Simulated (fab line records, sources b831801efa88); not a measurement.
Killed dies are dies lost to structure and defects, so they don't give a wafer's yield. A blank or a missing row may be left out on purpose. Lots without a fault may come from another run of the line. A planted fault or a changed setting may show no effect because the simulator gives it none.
Which tool did it? | flow gf180mcu | 10 lots, 30 wafers sampled, at 5 steps of a route of 602

WHAT THE GAUGES READ, wafer by wafer
GF_HV_LDD_TW_MEAS_23.
lot  | measured     | on            | HV_LDD_2_TW
L628 | day 12 00:25 | film_metro-03 | 1062 1061 1064
L631 | day 13 01:52 | film_metro-03 | 1065 1067 1075
L634 | day 14 03:25 | film_metro-02 | 1049 1048 1048
L638 | day 15 06:35 | film_metro-04 | 1067 1061 1068
L641 | day 16 08:02 | film_metro-02 | 30 30 30
L642 | day 16 10:04 | film_metro-03 | 30 30 30
L643 | day 16 13:47 | film_metro-02 | 30 30 30
L644 | day 16 21:56 | film_metro-04 | 1063 1061 1061
L646 | day 18 04:58 | film_metro-04 | 1072 1067 1068
L647 | day 18 06:34 | film_metro-03 | 1054 1053 1045

WHICH TOOL RAN EACH LOT (tool, then ch and the chambers of the sampled wafers, then the start)
lot  | GF_VT_IMPLANT_STRIP_42               | GF_DUAL_GATE_STRIP_13                | GF_HV_LDD_STRIP_10                   | GF_HV_LDD_STRIP_22
L628 | plasma_asher-04 ch 0,1, day 8 16:00  | plasma_asher-03 ch 0,1, day 9 12:32  | plasma_asher-03 ch 0,1, day 11 06:17 | plasma_asher-03 ch 0,1, day 12 00:19
L631 | plasma_asher-04 ch 0,1, day 9 15:20  | plasma_asher-03 ch 0,1, day 10 11:29 | plasma_asher-02 ch 0,1, day 12 05:44 | plasma_asher-02 ch 0,1, day 13 01:46
L634 | plasma_asher-01 ch 0,1, day 10 09:39 | plasma_asher-01 ch 0,1, day 11 06:17 | plasma_asher-02 ch 0,1, day 13 06:17 | plasma_asher-03 ch 0,1, day 14 03:19
L638 | plasma_asher-01 ch 0,1, day 11 11:13 | plasma_asher-03 ch 0,1, day 12 10:28 | plasma_asher-02 ch 0,1, day 14 08:52 | plasma_asher-02 ch 0,1, day 15 06:30
L641 | plasma_asher-01 ch 0,1, day 12 09:14 | plasma_asher-04 ch 0,1, day 13 08:02 | plasma_asher-02 ch 0,1, day 15 08:59 | plasma_asher-04 ch 0,1, day 16 07:56
L642 | plasma_asher-04 ch 0,1, day 12 12:37 | plasma_asher-04 ch 0,1, day 13 11:20 | plasma_asher-03 ch 0,1, day 15 11:28 | plasma_asher-04 ch 0,1, day 16 09:58
L643 | plasma_asher-04 ch 0,1, day 12 19:07 | plasma_asher-04 ch 0, day 13 17:29   | plasma_asher-02 ch 0,1, day 15 16:01 | plasma_asher-03 ch 0,1, day 16 13:40
L644 | plasma_asher-04 ch 0,1, day 13 00:44 | plasma_asher-04 ch 0,1, day 13 23:38 | plasma_asher-03 ch 0,1, day 15 23:50 | plasma_asher-04 ch 0,1, day 16 21:49
L646 | plasma_asher-04 ch 0,1, day 14 01:17 | plasma_asher-01 ch 0,1, day 15 01:15 | plasma_asher-02 ch 0,1, day 17 05:04 | plasma_asher-04 ch 0,1, day 18 04:52
L647 | plasma_asher-02 ch 0,1, day 14 05:23 | plasma_asher-01 ch 0,1, day 15 05:29 | plasma_asher-03 ch 0,1, day 17 07:19 | plasma_asher-02 ch 0,1, day 18 06:28
- GF_VT_IMPLANT_STRIP_42: strips in O2/N2.
- GF_DUAL_GATE_STRIP_13: strips in O2/N2.
- GF_HV_LDD_STRIP_10: strips in O2/N2.
- GF_HV_LDD_STRIP_22: strips in O2/N2.

THE ANSWER, worked out from the rows above alone
Rule: what is usual is taken from the lots themselves. Put in order of their means at a reading, lots are off if they are a third of the lots or fewer, leave a main group of 4 or more, and stand apart from it by a gap of 3 or more times the standard deviation of the main group's means; of several such gaps the widest counts. A main group whose means are all the same, to the digits that the tables above print for the reading, isn't used. A lot without any number at a reading at which 4 lots or more have one is off too. The other lots that the step has rows for count as sound.
Off: L641, L642, L643, at GF_HV_LDD_TW_MEAS_23 (HV_LDD_2_TW). The main group: mean 1061, standard deviation 7.7.
A tool fits if, at a process step before that reading, it ran every lot that is off, and no sound lot after the first of them. The gauges at GF_HV_LDD_TW_MEAS_23 are tried like those tools. None of those tried fits.

WHAT THE SIMULATOR HAD PUT IN
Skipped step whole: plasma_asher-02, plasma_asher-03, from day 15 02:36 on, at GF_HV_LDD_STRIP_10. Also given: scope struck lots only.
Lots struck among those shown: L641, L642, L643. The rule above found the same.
